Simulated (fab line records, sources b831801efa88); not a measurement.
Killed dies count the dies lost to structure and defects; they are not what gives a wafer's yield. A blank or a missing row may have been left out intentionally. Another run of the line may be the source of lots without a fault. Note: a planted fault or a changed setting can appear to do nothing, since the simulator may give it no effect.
fab line records	flow sky130
[record] lots = 5	wafers = 15	last_day = 50
route steps=708 shown PASSIVATION@689 PAD_OPEN@694
lots that met no fault: taken from a fault-free run of the same line
start_h: hours from the record's first day to the start of the lot's first wafer shown	wait_h: how many hours have passed since the lot's step before this one	" as in the row above	L1.1+2: a row that stands for several wafers	- either no value or no given start	* or withheld: withheld	< > ~ a bound
route shown NAME@n: a module of which the file shows steps, and the number in the route of the first	usual: mean and standard deviation over wafers with no fault	same: alike in all rows	chamber/n: place in a boat	sites: per-site readings	_std_site: standard deviation of those values	_edge_site: outer sites' mean less inner sites'	radius_mm: for every site, how far away it sits from the centre of the wafer	mask NAME#n: copy n	behind: the tool/chamber that last shaped the wafer	hold: cause of the lot's hold/its duration in hours/its outcome	device: transistor that didn't switch, given as n, p or np	end of line: tests run on the same wafers once the route is complete	a step given without rows: its recipe and nothing more	killed: dies lost to structure and defects at the first sort, not the wafer's yield	map: a wafer's dies, x killed, . not, _ none there
set.NAME: the setting that was run; set.NAME@STEP: the one run at that earlier step	model.NAME: the simulator's own value behind a step, which no gauge read
certain route steps with their lots: each step a table, each wafer a row
services: the hour from which a tool's chamber was out of use, counted from the record's first day as start_h (under 0 if before that day), plus the number of hours and why
[[steps]]
[step SKY_PASSIVATION_EXPOSE_08]
[recipe] mask_id = NSM	target_cd_nm = 3000	na = 0.57	dose_mj = 260
[step SKY_PASSIVATION_PEB_09]
[recipe] temp_c = 115	time_s = withheld
[step SKY_PASSIVATION_DEVELOP_10]
[recipe] develop_time_s = 60	dev_temp_c = 23
[step SKY_PASSIVATION_ETCH_11]
[recipe] chemistry = CF4/O2	target_depth_nm = 725	stop_on = AlCu	source_w = 800	bias_w = 150	pressure_mtorr = 150	cf4_flow_sccm = 80	O2_flow_sccm = 10	time_s = 161.1
[usual] cf4_flow_sccm = 80.00/0.25	drypump_motor_current_A = 5.8/0.56	oes_product_au = 0.975/0.008	rf_fwd_power_W = 796.9/2.6	throttle_valve_pct = 5.964/0.0093
lot.wafer	tool	chamber	start_h	wait_h	cf4_flow_sccm	drypump_motor_current_A	oes_product_au	rf_fwd_power_W	rf_hours_counter_h	throttle_valve_pct
L670.1	rie_diel-02	0	1107.65	-	80.21	6.2	0.976	802.8	13	5.982
L670.2	"	1	"	"	80.13	4.8	0.975	798.0	24	5.954
L670.3	"	3	"	"	80.04	6.6	0.976	800.6	15	5.960
L671.1	rie_diel-04	0	1111.54	-	79.84	6.1	0.965	800.3	20	5.969
L671.3	"	3	"	"	79.99	5.2	0.968	796.3	17	5.973
L671.5	"	2	"	"	80.18	5.9	0.971	797.1	-	5.980
L681.1	rie_diel-02	2	1166.29	-	80.05	5.4	0.972	797.8	21	5.957
L681.2	"	3	"	"	79.89	6.6	0.980	797.8	17	5.967
L681.5	"	1	"	"	79.74	4.8	0.982	797.7	-	5.967
L684.2	rie_diel-04	3	1186.25	-	79.82	5.2	0.969	798.0	20	5.962
L684.3	"	2	"	"	79.86	5.9	0.962	796.9	11	5.970
L684.4	"	3	"	"	80.16	5.2	0.973	796.7	-	5.955
L685.1	rie_diel-01	0	1189.20	-	79.61	6.2	0.976	793.6	2	5.961
L685.2	"	1	"	"	80.01	6.5	0.968	796.3	3	5.961
L685.6	"	1	"	"	80.28	6.5	0.997	797.2	-	5.984
[step SKY_PASSIVATION_STRIP_12]
[recipe] chemistry = O2/N2	power_w = 1400	pressure_mtorr = 1500	platen_temp_c = withheld	overash_fraction = 0.7	o2_flow_sccm = 3000	n2_flow_sccm = 300
[usual] drypump_motor_current_A = 5.9/0.3	oes_product_au = 0.660/0.0046	strip_time_to_endpoint_s = 31.57/0.13
lot.wafer	tool	chamber	start_h	wait_h	drypump_motor_current_A	oes_product_au	rf_hours_counter_h	strip_time_to_endpoint_s
L670.1	plasma_asher-02	1	1107.76	0.1	6.4	0.651	4	31.54
L670.2	"	0	"	"	6.1	0.663	4	31.69
L670.3	"	0	"	"	6.0	0.666	-	31.56
L671.1	plasma_asher-04	0	1111.65	0.1	6.2	0.664	69	31.55
L671.3	"	0	"	"	6.2	0.653	-	31.72
L671.5	"	1	"	"	6.1	0.648	-	31.69
L681.1	plasma_asher-01	0	1166.40	0.1	5.8	0.654	39	31.65
L681.2	"	1	"	"	5.5	0.666	39	31.53
L681.5	"	0	"	"	5.8	0.662	-	31.61
L684.2	plasma_asher-01	1	1186.36	0.1	5.4	0.662	41	31.73
L684.3	"	1	"	"	5.5	0.664	-	31.68
L684.4	"	0	"	"	5.8	0.658	-	31.71
L685.1	plasma_asher-02	0	1189.31	0.1	6.1	0.668	12	31.55
L685.2	"	1	"	"	6.3	0.664	12	31.30
L685.6	"	1	"	"	6.3	0.652	-	31.36
[step SKY_PAD_OPEN_DEHYDRATE_00]
[recipe] temp_c = 200	time_s = 60
[step SKY_PAD_OPEN_HMDS_01]
[recipe] prime_time_s = 60	prime_temp_c = 120
[step SKY_PAD_OPEN_COAT_02]
[recipe] spin_rpm = 2000	resist_thk_nm = 3000
[step SKY_PAD_OPEN_SOFTBAKE_03]
[recipe] temp_c = 110	time_s = withheld
[step SKY_PAD_OPEN_EXPOSE_04]
[recipe] mask_id = PDM	target_cd_nm = 60000	na = 0.57	dose_mj = 260
[step SKY_PAD_OPEN_PEB_05]
[recipe] temp_c = 115	time_s = withheld
[step SKY_PAD_OPEN_DEVELOP_06]
[recipe] develop_time_s = 60	dev_temp_c = 23
[step SKY_PAD_OPEN_ETCH_07]
[recipe] chemistry = CF4/O2	target_depth_nm = 725	stop_on = AlCu	source_w = 800	bias_w = 150	pressure_mtorr = 150	cf4_flow_sccm = 80	O2_flow_sccm = 10	time_s = 161.1
[usual] cf4_flow_sccm = 79.97/0.25	drypump_motor_current_A = 6.0/0.52	oes_product_au = 0.976/0.0089	rf_fwd_power_W = 796.8/2.4	throttle_valve_pct = 5.964/0.0086
lot.wafer	tool	chamber	start_h	wait_h	cf4_flow_sccm	drypump_motor_current_A	oes_product_au	rf_fwd_power_W	rf_hours_counter_h	throttle_valve_pct
L670.1	rie_diel-03	0	1127.43	-	79.77	5.7	0.961	798.0	18	5.953
L670.2	"	3	"	"	79.83	6.4	0.982	792.0	12	5.948
L670.3	"	1	"	"	80.12	6.6	0.966	794.8	15	5.957
L671.1	rie_diel-01	1	1130.98	-	80.03	6.5	0.964	797.0	0	5.948
L671.3	"	2	"	"	80.13	5.9	0.969	795.7	28	5.958
L671.5	"	3	"	"	80.01	5.4	0.974	801.6	-	5.960
L681.1	rie_diel-01	3	1182.88	-	79.68	5.4	0.972	795.2	13	5.951
L681.2	"	1	"	"	80.00	6.5	0.972	923.9	2	5.948
L681.5	"	3	"	"	80.30	5.4	0.978	796.8	-	5.976
L684.2	rie_diel-02	3	1201.69	-	80.06	6.7	0.977	800.1	18	5.961
L684.3	"	1	"	"	79.79	4.8	0.969	799.7	28	5.966
L684.4	"	0	"	"	80.18	6.2	0.972	799.4	16	5.968
L685.1	rie_diel-02	1	1204.14	-	80.11	4.8	0.981	798.9	28	5.975
L685.2	"	2	"	"	80.01	5.4	0.973	792.6	23	5.962
L685.6	"	0	"	"	79.99	6.2	0.983	795.6	-	5.965
[step SKY_PAD_OPEN_STRIP_08]
[recipe] chemistry = O2/N2	power_w = 1400	pressure_mtorr = 1500	platen_temp_c = withheld	overash_fraction = 0.7	o2_flow_sccm = 3000	n2_flow_sccm = 300
[usual] drypump_motor_current_A = 6.09/0.21	oes_product_au = 0.663/0.0042
lot.wafer	tool	chamber	start_h	wait_h	drypump_motor_current_A	oes_product_au	rf_hours_counter_h
L670.1	plasma_asher-02	0	1127.54	0.1	6.08	0.670	6
L670.2	"	1	"	"	6.32	0.662	6
L670.3	"	1	"	"	6.36	0.665	-
L671.1	plasma_asher-02	1	1131.09	0.1	6.34	0.659	7
L671.3	"	1	"	"	6.32	0.663	-
L671.5	"	0	"	"	6.04	0.658	-
L681.1	plasma_asher-02	0	1182.99	0.1	6.06	0.658	11
L681.2	"	1	"	"	6.31	0.668	11
L681.5	"	1	"	"	6.30	0.665	-
L684.2	plasma_asher-02	1	1201.80	0.1	6.35	0.660	13
L684.3	"	1	"	"	6.34	0.664	-
L684.4	"	0	"	"	6.08	0.663	-
L685.1	plasma_asher-04	0	1204.25	0.1	6.24	0.667	78
L685.2	"	1	"	"	6.10	0.659	78
L685.6	"	1	"	"	6.09	0.657	-
[step SKY_PAD_OPEN_PROBE_99]
[usual] defect_limited_yield = 82.5/2	killed_at_M0_to_M3 = 43/6.8	killed_at_M4_up = 3.3/2.1	killed_at_contacts = 24/5	killed_at_front_end = 15/4.4	killed_at_other = 0.3/0.57	killed_dies = 86/9.7	killed_open = 47/7.3	killed_short = 39/6.1	sort_bin_3_pad_short = 0.8/0.38	sort_bin_5_function = 10.5/1.5	sort_bin_6_memory = 6.2/1.1	sort_n_pass = 406/9.7	sort_yield_pct = 82.5/2
[same] gross_dies = 492	killed_at_back_side = 0	sort_bin_4_leakage[%] = 0	sort_bin_8_speed[%] = 0
lot.wafer	tool	chamber	start_h	wait_h	defect_limited_yield[%]	killed_at_M0_to_M3	killed_at_M4_up	killed_at_contacts	killed_at_front_end	killed_at_other	killed_dies	killed_open	killed_short	sort_bin_3_pad_short[%]	sort_bin_5_function[%]	sort_bin_6_memory[%]	sort_n_pass	sort_yield_pct[%]
L670.1	prober-02	-	1130.01	0.1	85.8	38	5	16	9	2	70	37	33	0.4	7.1	6.7	422	85.8
L670.2	prober-02	-	1130.06	0.1	83.1	41	3	30	9	0	83	46	37	0.6	10.0	6.3	409	83.1
L670.3	prober-02	-	1130.11	0.2	80.7	52	7	24	12	0	95	57	38	1.2	9.3	8.7	397	80.7
L671.1	prober-01	-	1133.55	0.1	81.1	48	2	24	19	0	93	48	45	1.6	10.6	6.7	399	81.1
L671.3	prober-01	-	1133.65	0.2	82.9	43	4	21	16	0	84	46	38	0.8	10.6	5.7	408	82.9
L671.5	prober-01	-	1133.75	0.2	81.7	41	2	28	18	1	90	50	40	1.0	12.0	5.3	402	81.7
L681.1	prober-02	-	1185.24	0.1	79.3	56	4	24	18	0	102	49	53	1.4	11.8	7.5	390	79.3
L681.2	prober-02	-	1185.29	0.1	83.1	47	3	24	9	0	83	46	37	0.6	8.9	7.3	409	83.1
L681.5	prober-02	-	1185.44	0.2	78.3	44	3	44	16	0	107	55	48	0.8	14.0	6.9	385	78.3
L684.2	prober-02	-	1204.08	0.1	81.1	47	3	26	17	0	93	46	47	1.4	12.0	5.5	399	81.1
L684.3	prober-02	-	1204.13	0.2	83.7	43	0	27	10	0	80	36	44	0.4	10.8	5.1	412	83.7
L684.4	prober-02	-	1204.18	0.2	81.5	40	1	31	19	0	91	50	41	0.4	11.8	6.3	401	81.5
L685.1	prober-01	-	1206.46	0.1	82.7	42	2	19	22	0	85	41	43	0.6	10.8	5.9	407	82.7
L685.2	prober-01	-	1206.51	0.1	81.3	43	1	31	17	0	92	47	43	0.2	12.2	6.3	400	81.3
L685.6	prober-01	-	1206.71	0.2	82.5	38	0	26	21	1	86	47	38	1.2	11.2	5.1	406	82.5
// killed by level:class
L670.1 VIA1:geometric_particle:open=10 VIA2:geometric_particle:open=9 METAL1:geometric_particle:short=7 LI_CONTACT:geometric_particle:open=5 POLY_GATE:geometric_particle:short=4 CONTACT:geometric_particle:open=4 METAL2:geometric_particle:short=3 LI_CONTACT:geometric_particle:short=3
L670.2 CONTACT:geometric_particle:open=9 VIA2:geometric_particle:open=9 LI_CONTACT:geometric_particle:open=8 VIA3:geometric_particle:open=6 VIA1:geometric_particle:short=6 METAL2:geometric_particle:short=6 CONTACT:geometric_particle:short=5 LI_CONTACT:geometric_particle:short=4
L670.3 VIA1:geometric_particle:open=14 LI_CONTACT:geometric_particle:open=12 VIA2:geometric_particle:open=10 METAL1:geometric_particle:short=9 METAL4:geometric_particle:short=7 CONTACT:geometric_particle:open=6 FIELD_ISO:geometric_particle:open=4 POLY_GATE:geometric_particle:open=4
L671.1 VIA1:geometric_particle:open=11 VIA3:geometric_particle:open=9 POLY_GATE:geometric_particle:short=6 VIA2:geometric_particle:short=6 CONTACT:geometric_particle:open=6 VIA2:geometric_particle:open=6 LI_CONTACT:geometric_particle:short=5 LI_CONTACT:geometric_particle:open=5
L671.3 CONTACT:geometric_particle:open=9 VIA1:geometric_particle:open=9 VIA2:geometric_particle:open=8 VIA3:geometric_particle:open=7 LI_CONTACT:geometric_particle:open=6 POLY_GATE:geometric_particle:short=5 POLY_GATE:geometric_particle:open=5 VIA1:geometric_particle:short=4
L671.5 CONTACT:geometric_particle:open=10 VIA2:geometric_particle:open=8 LI_CONTACT:geometric_particle:open=7 VIA1:geometric_particle:open=6 FIELD_ISO:geometric_particle:open=5 METAL2:geometric_particle:short=5 METAL1:geometric_particle:short=5 CONTACT:geometric_particle:short=5
L681.1 VIA1:geometric_particle:open=11 LI_CONTACT:geometric_particle:open=9 VIA1:geometric_particle:short=9 POLY_GATE:geometric_particle:short=7 CONTACT:geometric_particle:open=7 METAL1:geometric_particle:short=7 METAL2:geometric_particle:short=6 POLY_GATE:geometric_particle:open=6
L681.2 CONTACT:geometric_particle:open=14 VIA1:geometric_particle:open=10 METAL1:geometric_particle:short=7 VIA2:geometric_particle:open=7 VIA1:geometric_particle:short=5 CONTACT:geometric_particle:short=4 POLY_GATE:geometric_particle:short=3 LI_CONTACT:geometric_particle:open=3
L681.5 CONTACT:geometric_particle:open=14 VIA1:geometric_particle:open=12 LI_CONTACT:geometric_particle:open=10 LOCAL_INTERCONNECT:geometric_particle:short=8 CONTACT:geometric_particle:short=8 VIA2:geometric_particle:open=6 POLY_GATE:geometric_particle:short=5 VIA1:geometric_particle:short=5
L684.2 CONTACT:geometric_particle:open=8 LI_CONTACT:geometric_particle:open=7 CONTACT:geometric_particle:short=7 VIA1:geometric_particle:open=7 VIA2:geometric_particle:open=7 VIA3:geometric_particle:open=7 POLY_GATE:geometric_particle:short=5 VIA3:geometric_particle:short=5
L684.3 VIA1:geometric_particle:short=9 CONTACT:geometric_particle:short=7 CONTACT:geometric_particle:open=7 LOCAL_INTERCONNECT:geometric_particle:short=6 VIA1:geometric_particle:open=6 VIA2:geometric_particle:open=6 FIELD_ISO:geometric_particle:open=5 LI_CONTACT:geometric_particle:open=5
L684.4 LI_CONTACT:geometric_particle:open=14 VIA2:geometric_particle:short=9 VIA1:geometric_particle:open=8 FIELD_ISO:geometric_particle:open=7 CONTACT:geometric_particle:open=6 CONTACT:geometric_particle:short=5 VIA3:geometric_particle:open=5 METAL2:geometric_particle:short=4
L685.1 VIA3:geometric_particle:open=9 CONTACT:geometric_particle:open=9 METAL1:geometric_particle:short=9 FIELD_ISO:geometric_particle:short=8 VIA1:geometric_particle:open=6 VIA2:geometric_particle:open=6 POLY_GATE:geometric_particle:short=5 POLY_GATE:geometric_particle:open=5
L685.2 CONTACT:geometric_particle:open=13 CONTACT:geometric_particle:short=9 VIA1:geometric_particle:open=8 FIELD_ISO:geometric_particle:short=7 VIA3:geometric_particle:short=6 LI_CONTACT:geometric_particle:open=6 VIA2:geometric_particle:open=6 METAL1:geometric_particle:short=5
L685.6 LI_CONTACT:geometric_particle:open=9 VIA1:geometric_particle:open=9 CONTACT:geometric_particle:open=7 VIA2:geometric_particle:short=6 VIA3:geometric_particle:open=5 METAL1:geometric_particle:short=5 POLY_GATE:geometric_particle:open=4 LOCAL_INTERCONNECT:geometric_particle:short=4
[[services]]
tool	chamber	start_h	hours	kind
plasma_asher-04	-	1085.75	1.5	repair
rie_diel-04	1	1101.44	-	clean
rie_diel-04	1	1101.44	25.1	scheduled_down
rie_diel-04	1	1101.44	25.1	vent_cycle
rie_diel-01	1	1103.07	-	clean
rie_diel-01	1	1103.07	26.5	scheduled_down
rie_diel-01	1	1103.07	26.5	vent_cycle
rie_diel-04	-	1112.32	0.4	repair
rie_diel-04	0	1112.84	15.1	repair
rie_diel-01	0	1129.60	-	clean
rie_diel-01	0	1129.60	16.9	scheduled_down
rie_diel-01	0	1129.60	16.9	vent_cycle
plasma_asher-04	-	1160.90	2.5	repair
rie_diel-04	0	1182.99	16.5	repair
rie_diel-04	1	1196.92	5.4	repair
[[key]]
[first_sign] step = SKY_PAD_OPEN_ETCH_07	reading = rf_fwd_power_W	direction = up	sigmas = 54	usual = 796.8	struck = 923.9
effect none on later readings
met_at SKY_PAD_OPEN_ETCH_07
struck_wafers L681.2
onset_between 1130.98 1182.88
[fault] kind = process_parameter_drift	tool = rie_diel-01	chamber = 1	onset_h = 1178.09	steps = SKY_PAD_OPEN_ETCH_07	channel = source_w	offset = 128	shape = step	end_h = 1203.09	acts_in = these_recipes_only	stated = 800
